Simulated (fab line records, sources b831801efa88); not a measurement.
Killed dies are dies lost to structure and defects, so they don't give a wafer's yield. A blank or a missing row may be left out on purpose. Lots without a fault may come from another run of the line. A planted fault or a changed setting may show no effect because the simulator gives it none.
One fault seen from 2 desks | flow sky130 | each desk has only its own numbers; what lay behind them comes last

THE METROLOGY DESK
What the gauges read, lot by lot, whatever tool the lot ran on: means of the sampled wafers that have a number. A lot is out of limits, marked OUT, if its mean lies more than 4 standard deviations from the usual mean; the brackets give that distance.
Columns: A = METAL1_OVL at SKY_METAL1_OVL_MEAS_16, usual 0 nm; B = VIA1_W_RS at SKY_VIA1_RS_MEAS_22, usual 0.428 ohm/sq; C = METAL2_ALCU_RS at SKY_METAL2_RS_MEAS_05, usual 0.1272 ohm/sq; D = METAL2_ALCU_THK at SKY_METAL2_THK_MEAS_06, usual 249.4 nm
lot  | first seen here | A  | B     | C                | D
L258 | day 33 22:38    | 10 | 0.425 | 0.1269           | 250.2
L264 | day 35 10:29    | -2 | 0.439 | 0.1258           | 252.4
L265 | day 35 23:44    | 3  | 0.425 | 0.1284           | 246.2
L267 | day 36 08:35    | -4 | 0.429 | 0.1278           | 246.3
L269 | day 37 07:06    | -5 | 0.426 | 0.1271           | 250.2
L270 | day 37 13:21    | 0  | 0.436 | 0.1295           | 244.6
L274 | day 38 17:44    | -2 | 0.423 | 0.1403 (+11) OUT | 228.6 (-7.4) OUT
L277 | day 39 16:56    | -6 | 0.428 | 0.1508 (+20) OUT | 212.8 (-13) OUT
L280 | day 40 07:22    | -4 | 0.425 | 0.1277           | 249.5
L281 | day 40 16:17    | 5  | 0.422 | 0.1271           | 247.6
This desk's finding: out of limits on L274, L277; first on L274, day 39 22:42 (METAL2_ALCU_RS at SKY_METAL2_RS_MEAS_05). In limits: L258, L264, L265, L267, L269, L270, L280, L281.

THE TOOL OWNER'S DESK: pvd_sputter-04
The tool's own readings at SKY_METAL2_SPUTTER_02 (material AlCu, target thk 250 nm, time 13.3 s): means of the sampled wafers that have a number, for each lot that ran on this tool. A lot is out of limits, marked OUT, if its mean lies more than 4 standard deviations from the usual mean; the brackets give that distance.
Columns: A = chamber_pressure_pa at SKY_METAL2_SPUTTER_02, usual 0.4000 Pa; B = throttle_valve_pct at SKY_METAL2_SPUTTER_02, usual 29.9 %
lot  | first seen here | A      | B
L264 | day 36 16:07    | 0.3996 | 29.4
L269 | day 38 12:27    | 0.4001 | 30.2
L274 | day 39 22:37    | 0.3992 | 30.9
L277 | day 40 20:35    | 0.3995 | 31.0
This desk's finding: nothing out of limits on any of the 4 lots.

PUT TOGETHER
The metrology desk could have raised an alarm at day 39 22:42, on L274, L277.
The tool owner's desk saw nothing out of limits.
The tool owner's desk has L274, L277 on record, within its limits.
Of the lots named, all ran SKY_METAL2_SPUTTER_02 on pvd_sputter-04.

WHAT THE SIMULATOR HAD PUT IN
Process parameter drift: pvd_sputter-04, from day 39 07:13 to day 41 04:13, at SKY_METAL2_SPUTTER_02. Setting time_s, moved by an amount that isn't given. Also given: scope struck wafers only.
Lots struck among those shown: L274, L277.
Hours from the fault's start to each desk's first reading out of limits: the metrology desk, 15.
